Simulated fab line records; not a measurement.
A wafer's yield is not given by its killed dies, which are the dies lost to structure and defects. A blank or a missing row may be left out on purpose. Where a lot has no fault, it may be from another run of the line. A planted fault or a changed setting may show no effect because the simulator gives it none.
Problem report in the 8D (eight disciplines) form, filled by code ; flow gf180mcu ; the parts of the form that need people (team, actions taken, sign-off) are left out

== 1. THE ISSUE ==
GF_V4_CMP_26, platen-rpm: mean 54.11 rpm over 1 wafer from 1 lot; wafers with no fault: 60.00 rpm, standard deviation 0.044. That is -99 or more standard deviations from the usual mean.
The step: polishes, stops on SiO2, t overpolish 15 s, target thk 0 nm.
First seen on wafer L729.3, day 30 07:30, on cmp-01. At this step, 39 wafers from 13 lots have a number in the record. Rule for "out", or "out of limits": more than 4 standard deviations from the usual mean. The rest of the wafers with a number are treated as sound.

== 2. WHAT IT IS; WHAT IT IS NOT ==
question;is;is not
which readings at this step;platen-rpm;motor-current-A, overpolish-run-s, slurry-flow-ml-min, time-to-endpoint-s
which lots;L729;L713, L714, L715, L716, L717, L718, L720, L721, L723, L724, L725, L727
which wafers of those lots;L729.3;L729.2, L729.4
read on which tools;cmp-01;cmp-02
when;from day 30 07:30;up to then (38 sound wafers)

== 3. SUSPECTS, AND WHAT RULES EACH OUT ==
Counting: a tool at a process step up to the reading stays a suspect if it ran every lot that is out. Sound lots after the first of them don't rule it out here, since some wafers of a struck lot are sound.
- pvd-sputter-01 at GF_M4_SPUTTER_03 (material Ti, target thk 10 nm, time 6.7 s): kept. It ran the lot that is out, L729 (day 28 14:37); its last sound lot up to then is L725 (day 27 15:46).
- pvd-sputter-04 at GF_V4_SPUTTER_22 (material TiN, target thk 10 nm, time 40 s): kept. It ran the lot that is out, L729 (day 30 07:07); its last sound lot up to then is L727 (day 29 17:34).
- cmp-01 at GF_V4_CMP_26 (polishes, stops on SiO2, t overpolish 15 s, target thk 0 nm): kept. It ran the lot that is out, L729 (day 30 07:30); its last sound lot up to then is L724 (day 28 23:55). On those wafers its own readings are out: platen-rpm.
- Within cmp-01 at GF_V4_CMP_26: the wafers that are out ran in chamber 1; their sound lot-mates ran in chambers 0, 2.
Still standing after the count: pvd-sputter-01 at GF_M4_SPUTTER_03, pvd-sputter-04 at GF_V4_SPUTTER_22, cmp-01 at GF_V4_CMP_26.

== 4. THE CAUSE (what the simulator had put in) ==
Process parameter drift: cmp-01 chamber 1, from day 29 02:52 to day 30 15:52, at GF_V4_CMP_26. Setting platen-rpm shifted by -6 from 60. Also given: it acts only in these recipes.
Counting left 3 suspects, and this tool is among them.

== 5. THE EFFECT CHAIN, in route order ==
Each row: a reading whose mean over the struck wafers that have a number lies more than 3 standard deviations from the usual. Only readings whose record carries a usual standard deviation are examined. hours: median over the lots of the time between each lot's start at the first step of this table that gives one and its start at this step. sigmas: the change, counted in usual standard deviations.
hours;step;reading;usual;on struck wafers;change;sigmas
0;GF_V4_CMP_26;platen-rpm;60.00 rpm;54.11;-5.89;-99 or more
Its process steps:
- GF_V4_CMP_26: polishes, stops on SiO2, t overpolish 15 s, target thk 0 nm.

== 6. HOW IT WOULD HAVE BEEN CAUGHT EARLIER ==
In this record the first reading out of limits was taken at day 30 07:30, 29 hours after the fault began at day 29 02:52.
